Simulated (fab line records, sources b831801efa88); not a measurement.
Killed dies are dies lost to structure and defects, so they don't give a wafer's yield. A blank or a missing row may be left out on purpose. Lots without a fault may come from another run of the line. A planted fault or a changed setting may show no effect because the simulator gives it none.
Which tool did it? | flow gf180mcu | 11 lots, 33 wafers sampled, at 6 steps of a route of 602

WHAT THE GAUGES READ, wafer by wafer
GF_V3_RS_MEAS_24: measures by four-point-probe. Usual: V3_W_RS 0.328 ohm/sq, standard deviation 0.0049.
lot  | measured     | on            | V3_W_RS (ohm/sq)                    | flag
L507 | day 22 07:59 | film_metro-02 | 0.324 0.328 0.326                   |
L508 | day 22 13:12 | film_metro-02 | 0.327 0.316 0.317                   |
L509 | day 23 02:37 | film_metro-01 | 0.327 0.319 0.327                   |
L510 | day 23 14:55 | film_metro-02 | 0.326 0.330 0.328                   |
L511 | day 24 02:02 | film_metro-02 | 0.330 0.328 0.327                   |
L512 | day 24 07:05 | film_metro-02 | 0.332 0.336 0.333                   |
L520 | day 27 01:58 | film_metro-01 | 0.490 0.324 0.325 0.490 0.324 0.325 | OFF
L522 | day 27 11:50 | film_metro-03 | 0.503 0.491 0.502 0.502 0.491 0.502 | OFF
L523 | day 27 21:23 | film_metro-02 | 0.319 0.324 0.328                   |
L524 | day 28 01:03 | film_metro-02 | 0.320 0.327 0.328                   |
L526 | day 28 12:40 | film_metro-03 | 0.328 0.329 0.322                   |

GF_V3_THK_MEAS_25: measures by xrf. Usual: V3_W_THK 356 nm, standard deviation 6.3.
lot  | measured     | on            | V3_W_THK (nm)           | flag
L507 | day 22 08:06 | film_metro-02 | 357 350 356             |
L508 | day 22 13:19 | film_metro-02 | 351 364 361             |
L509 | day 23 02:44 | film_metro-01 | 361 368 362             |
L510 | day 23 15:01 | film_metro-02 | 355 349 352             |
L511 | day 24 02:10 | film_metro-02 | 348 351 351             |
L512 | day 24 07:12 | film_metro-02 | 347 343 345             |
L520 | day 27 04:33 | film_metro-01 | 274 364 361 273 363 360 | OFF
L522 | day 27 13:44 | film_metro-03 | 267 271 269 267 271 268 | OFF
L523 | day 27 21:30 | film_metro-02 | 364 360 353             |
L524 | day 28 01:10 | film_metro-02 | 358 350 349             |
L526 | day 28 12:46 | film_metro-03 | 355 352 361             |

WHICH TOOL RAN EACH LOT (tool, then ch and the chambers of the sampled wafers, then the start)
lot  | GF_M2_SPUTTER_03             | GF_V3_ETCH_16                      | GF_V3_STRIP_18                       | GF_V3_CVD_23
L507 | pvd_sputter-01, day 18 02:07 | rie_diel-02 ch 0,1,3, day 22 07:07 | plasma_asher-01 ch 0,1, day 22 07:14 | cvd_w-01 ch 0,1, day 22 07:52
L508 | pvd_sputter-02, day 18 07:27 | rie_diel-02 ch 0,1, day 22 12:17   | plasma_asher-02 ch 0,1, day 22 12:25 | cvd_w-01 ch 0,1, day 22 13:05
L509 | pvd_sputter-01, day 18 22:35 | rie_diel-04 ch 0,2,3, day 23 01:44 | plasma_asher-03 ch 0,1, day 23 01:52 | cvd_w-01 ch 0,1, day 23 02:31
L510 | pvd_sputter-02, day 19 10:37 | rie_diel-03 ch 0,1,3, day 23 13:56 | plasma_asher-03 ch 0,1, day 23 14:04 | cvd_w-02 ch 0,1, day 23 14:43
L511 | pvd_sputter-02, day 19 21:55 | rie_diel-04 ch 0,2,3, day 24 01:10 | plasma_asher-02 ch 0,1, day 24 01:17 | cvd_w-02 ch 0,1, day 24 01:56
L512 | pvd_sputter-02, day 20 04:49 | rie_diel-03 ch 0,1,3, day 24 06:11 | plasma_asher-03 ch 0,1, day 24 06:19 | cvd_w-02 ch 0,1, day 24 06:57
L520 | pvd_sputter-01, day 23 06:27 | rie_diel-04 ch 0,3, day 27 01:00   | plasma_asher-03 ch 0,1, day 27 01:10 | cvd_w-02 ch 0,1, day 27 01:50
L522 | pvd_sputter-01, day 23 18:47 | rie_diel-02 ch 1,2,3, day 27 10:48 | plasma_asher-03 ch 0,1, day 27 10:56 | cvd_w-02 ch 1, day 27 11:37
L523 | pvd_sputter-01, day 24 02:29 | rie_diel-03 ch 1,3, day 27 20:29   | plasma_asher-03 ch 0,1, day 27 20:37 | cvd_w-01 ch 0,1, day 27 21:16
L524 | pvd_sputter-01, day 24 08:04 | rie_diel-04 ch 0,1,2, day 28 00:09 | plasma_asher-01 ch 0,1, day 28 00:17 | cvd_w-01 ch 0,1, day 28 00:55
L526 | pvd_sputter-02, day 24 20:59 | rie_diel-02 ch 0,2,3, day 28 11:42 | plasma_asher-02 ch 0,1, day 28 11:50 | cvd_w-01 ch 0,1, day 28 12:32
- GF_M2_SPUTTER_03: material Ti, target thk 10 nm, time 6.7 s.
- GF_V3_ETCH_16: etches BARC in N2/H2.
- GF_V3_STRIP_18: strips in O2/N2.
- GF_V3_CVD_23: deposits W, target thk 350 nm, time 104.9 s.

WHAT THE TOOLS THEMSELVES READ (means of the sampled wafers that have a number; where no wafer has one, the mark that the record gives instead)
GF_M2_SPUTTER_03. Usual: throttle_valve_pct 29.6 %, standard deviation 0.89.
lot  | tool           | throttle_valve_pct (%) | flag
L507 | pvd_sputter-01 | 29.8                   |
L508 | pvd_sputter-02 | 29.6                   |
L509 | pvd_sputter-01 | 29.6                   |
L510 | pvd_sputter-02 | 29.7                   |
L511 | pvd_sputter-02 | 29.3                   |
L512 | pvd_sputter-02 | 29.3                   |
L520 | pvd_sputter-01 | 29.3                   |
L522 | pvd_sputter-01 | 29.3                   |
L523 | pvd_sputter-01 | 29.3                   |
L524 | pvd_sputter-01 | 29.6                   |
L526 | pvd_sputter-02 | 29.4                   |

GF_V3_ETCH_16. Usual: bias_w 100.0 W, standard deviation 0.31; drypump_motor_current_A 5.7 A, standard deviation 0.5; oes_product_au 0.855 a.u., standard deviation 0.0053; throttle_valve_pct 13.225 %, standard deviation 0.01.
lot  | tool        | bias_w (W) | drypump_motor_current_A (A) | oes_product_au (a.u.) | throttle_valve_pct (%) | flag
L507 | rie_diel-02 | 100.1      | 5.6                         | 0.860                 | 13.224                 |
L508 | rie_diel-02 | 100.1      | 5.8                         | 0.854                 | 13.227                 |
L509 | rie_diel-04 | 100.2      | 5.6                         | 0.856                 | 13.233                 |
L510 | rie_diel-03 | 100.2      | 5.8                         | 0.855                 | 13.226                 |
L511 | rie_diel-04 | 100.3      | 5.6                         | 0.853                 | 13.233                 |
L512 | rie_diel-03 | 99.6       | 5.7                         | 0.854                 | 13.231                 |
L520 | rie_diel-04 | 100.1      | 5.5                         | 0.860                 | 13.224                 |
L522 | rie_diel-02 | 100.0      | 6.0                         | 0.847                 | 13.219                 |
L523 | rie_diel-03 | 100.0      | 5.9                         | 0.855                 | 13.221                 |
L524 | rie_diel-04 | 100.1      | 5.4                         | 0.854                 | 13.214                 |
L526 | rie_diel-02 | 99.9       | 5.8                         | 0.856                 | 13.229                 |

GF_V3_STRIP_18. Usual: drypump_motor_current_A 6.27 A, standard deviation 0.27; heater_power_w 340 W, standard deviation 31; oes_product_au 0.593 a.u., standard deviation 0.0045.
lot  | tool            | drypump_motor_current_A (A) | heater_power_w (W) | oes_product_au (a.u.) | flag
L507 | plasma_asher-01 | 6.52                        | 369                | 0.591                 |
L508 | plasma_asher-02 | 6.45                        | 343                | 0.595                 |
L509 | plasma_asher-03 | 6.15                        | 316                | 0.592                 |
L510 | plasma_asher-03 | 6.15                        | 323                | 0.595                 |
L511 | plasma_asher-02 | 6.25                        | 328                | 0.597                 |
L512 | plasma_asher-03 | 6.12                        | 319                | 0.589                 |
L520 | plasma_asher-03 | 6.15                        | 318                | 0.595                 |
L522 | plasma_asher-03 | 6.05                        | 340                | 0.594                 |
L523 | plasma_asher-03 | 6.01                        | 341                | 0.587                 |
L524 | plasma_asher-01 | 6.55                        | 358                | 0.590                 |
L526 | plasma_asher-02 | 6.46                        | 346                | 0.595                 |

GF_V3_CVD_23. Usual: heater_power_w 896 W, standard deviation 27.
lot  | tool     | heater_power_w (W) | flag
L507 | cvd_w-01 | 895                |
L508 | cvd_w-01 | 885                |
L509 | cvd_w-01 | 910                |
L510 | cvd_w-02 | 884                |
L511 | cvd_w-02 | 897                |
L512 | cvd_w-02 | 911                |
L520 | cvd_w-02 | 894                |
L522 | cvd_w-02 | 917                |
L523 | cvd_w-01 | 889                |
L524 | cvd_w-01 | 894                |
L526 | cvd_w-01 | 895                |

THE ANSWER, worked out from the rows above alone
Rule: a lot is off if the mean of its wafers that have a number lies more than 3 standard deviations from the usual mean. A lot without any number at a reading at which 4 lots or more have one is off too. The other lots that the step has rows for count as sound. The gauges are gone through in route order, then the tools' own readings, and for those a lot's mean is taken as printed above. The first step at which some lot is off is used, and at that step the reading that is off furthest; a lot without a number counts as furthest.
Off: L520, L522, at GF_V3_RS_MEAS_24 (V3_W_RS).
A tool fits if, at a process step before that reading, it ran every lot that is off, and no sound lot after the first of them. The gauges at GF_V3_RS_MEAS_24 are tried like those tools. One fits: cvd_w-02 at GF_V3_CVD_23. Its last sound lot is L512 (day 24 06:57), its first lot that is off L520 (day 27 01:50): a fault that began between those two fits.

WHAT THE SIMULATOR HAD PUT IN
Site profile drift: cvd_w-02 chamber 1, from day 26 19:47 on, at GF_V3_CVD_23. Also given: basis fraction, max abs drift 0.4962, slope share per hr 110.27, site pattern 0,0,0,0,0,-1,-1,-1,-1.
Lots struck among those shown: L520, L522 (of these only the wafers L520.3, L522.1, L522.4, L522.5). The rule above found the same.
